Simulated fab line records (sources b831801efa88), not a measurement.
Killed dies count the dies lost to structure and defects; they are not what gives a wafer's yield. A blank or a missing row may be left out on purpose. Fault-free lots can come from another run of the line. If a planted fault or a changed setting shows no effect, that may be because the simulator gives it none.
A lot that was struck, set against a sound lot + flow sky130 + 34 out of 708 route steps
Sound: the wafers L976.1, L976.2, L976.4. The struck wafers were L973.1, L973.4, L973.5. The cause is named last.
For every step that has rows: the tool of each side, followed by ch and its chambers, followed by its first start. Under that, the readings that differ: sound wafers + struck wafers + difference of the means + sigmas: that difference in standard deviations of wafers without a fault.
alike: readings with means less than 2 such deviations apart, plus words and numbers identical on both sides. not compared: withheld readings, readings lacking a value on some wafer, bounds such as >300 that could conceal the same value, and numbers that have no deviation in the record and whose values overlap.
The two part at a step that has a row with sigmas, a row that says differs or no value, or rows on one side only. When numbers do not overlap yet have no deviation, they are printed without sigmas and do not part them. A reading that every wafer of one side lacks parts them only if that side has two wafers or more.

first, 10 steps without rows for these wafers: SKY_METAL4_EXPOSE_10 (exposes mask MM4, target cd 300 nm); SKY_METAL4_PEB_11; SKY_METAL4_DEVELOP_12 (develop time 60 s); SKY_METAL4_DESCUM_15 (chemistry O2, time 8 s); SKY_METAL4_ETCH_16 (etches BARC in N2/H2, stops on SiO2, time 88.2 s, target depth 60 nm); SKY_METAL4_ETCH_17 (etches SiO2 in C4F8/O2/Ar, stops on TiN, time 3.9 s, target depth 15 nm); SKY_METAL4_METAL_ETCH_18 (etches the open film in Cl2/BCl3, stops on SiO2, target depth 845 nm, time 183.1 s); SKY_METAL4_STRIP_19 (strips in O2/N2); SKY_METAL4_STRIP_20 (strips in post etch residue remover, time 1200 s); SKY_METAL4_CLEAN_21 (cleans in IPA, time 180 s).
SKY_METAL4_CLEAN_22: cleans in O3/DIW.
  sound on wet-bench-04 ch 1, day 47 22:13; struck on wet-bench-02 ch 3, day 47 02:19
then, 22 steps without rows for these wafers: SKY_VIA4_HDPCVD_00 (deposits SiO2, target thk 1750 nm, time 291.7 s); SKY_VIA4_CMP_02 (polishes SiO2); SKY_VIA4_DEHYDRATE_04 (time 60 s); SKY_VIA4_HMDS_05 (prime time 60 s); SKY_VIA4_COAT_06 (resist thk 1140 nm); SKY_VIA4_SOFTBAKE_07 (time 60 s); SKY_VIA4_EXPOSE_08 (exposes mask VIM4, target cd 800 nm); SKY_VIA4_PEB_09; SKY_VIA4_DEVELOP_10 (develop time 60 s); SKY_VIA4_ETCH_12 (etches SiO2 in C4F8/O2/Ar, stops on TiN, target depth 580 nm); SKY_VIA4_STRIP_13 (strips in O2/N2); SKY_VIA4_STRIP_14 (strips in post etch residue remover, time 1200 s); SKY_VIA4_CLEAN_15 (cleans in IPA, time 180 s); SKY_VIA4_CLEAN_16 (cleans in O3/DIW); SKY_VIA4_SPUTTER_17 (material TiN, target thk 20 nm, time 80 s); SKY_VIA4_CVD_18 (deposits W, target thk 505 nm, time 152.14 s); SKY_VIA4_CMP_21 (polishes, stops on SiO2, t overpolish 25 s, target thk 0 nm); SKY_METAL5_SPUTTER_00 (material Ti, target thk 15 nm, time 10 s); SKY_METAL5_SPUTTER_01 (material TiN, target thk 20 nm, time 16.7 s); SKY_METAL5_SPUTTER_02 (material AlCu, target thk 1150 nm, time 61.2 s); SKY_METAL5_SPUTTER_03 (material Ti, target thk 5 nm, time 3.3 s); SKY_METAL5_SPUTTER_04 (material TiN, target thk 70 nm, time 58.3 s).
-- the record jumps here: 3 days lie between the struck wafers' starts before and after (it left off in module METAL5 and takes up again in module PAD_OPEN, whose first step shown is number 708 of the route) --
SKY_PAD_OPEN_PROBE_99:
  struck on prober-01, day 50 09:06; sound on prober-01, day 51 00:34
  no value came back on the struck wafers for model.etest.tester.sort-n-pass, model.etest.tester.sort-yield-pct (%), model.etest.tester.sort_bin_5_pct (%), model.etest.tester.sort_bin_3_pct (%); on the sound wafers model.etest.tester.sort-n-pass reads 407 418 401
| reading                                    | sound                         | struck                       | difference | sigmas |
|--------------------------------------------|-------------------------------|------------------------------|------------|--------|
| killed_at_M4_up                            | 5 3 2                         | 46 45 39                     | +40        | +22    |
| killed-dies                                | 85 74 91                      | 120 129 110                  | +36        | +3     |
| model.etest.nfet_16v.r-on-ohm-um           | 1.409e+04 1.402e+04 1.415e+04 | 1.357e+04 1.36e+04 1.355e+04 | -5.133e+02 |        |
| model.etest.res-pwell-under-gate.rs-ohm-sq | 2272 2278 2291                | 2322 2303 2328               | +37        |        |
  alike: killed_at_M0_to_M3, killed-at-contacts, killed-at-front-end, killed-at-other, killed-open, killed-short
  not compared: model.etest.pfet-g5v0d10v5.drive-ua-um, model.etest.pfet_16v.drive-ua-um

== WHERE THEY PART ==
SKY_PAD_OPEN_PROBE_99 only, going by this record.

WHY: the cause the simulator had injected
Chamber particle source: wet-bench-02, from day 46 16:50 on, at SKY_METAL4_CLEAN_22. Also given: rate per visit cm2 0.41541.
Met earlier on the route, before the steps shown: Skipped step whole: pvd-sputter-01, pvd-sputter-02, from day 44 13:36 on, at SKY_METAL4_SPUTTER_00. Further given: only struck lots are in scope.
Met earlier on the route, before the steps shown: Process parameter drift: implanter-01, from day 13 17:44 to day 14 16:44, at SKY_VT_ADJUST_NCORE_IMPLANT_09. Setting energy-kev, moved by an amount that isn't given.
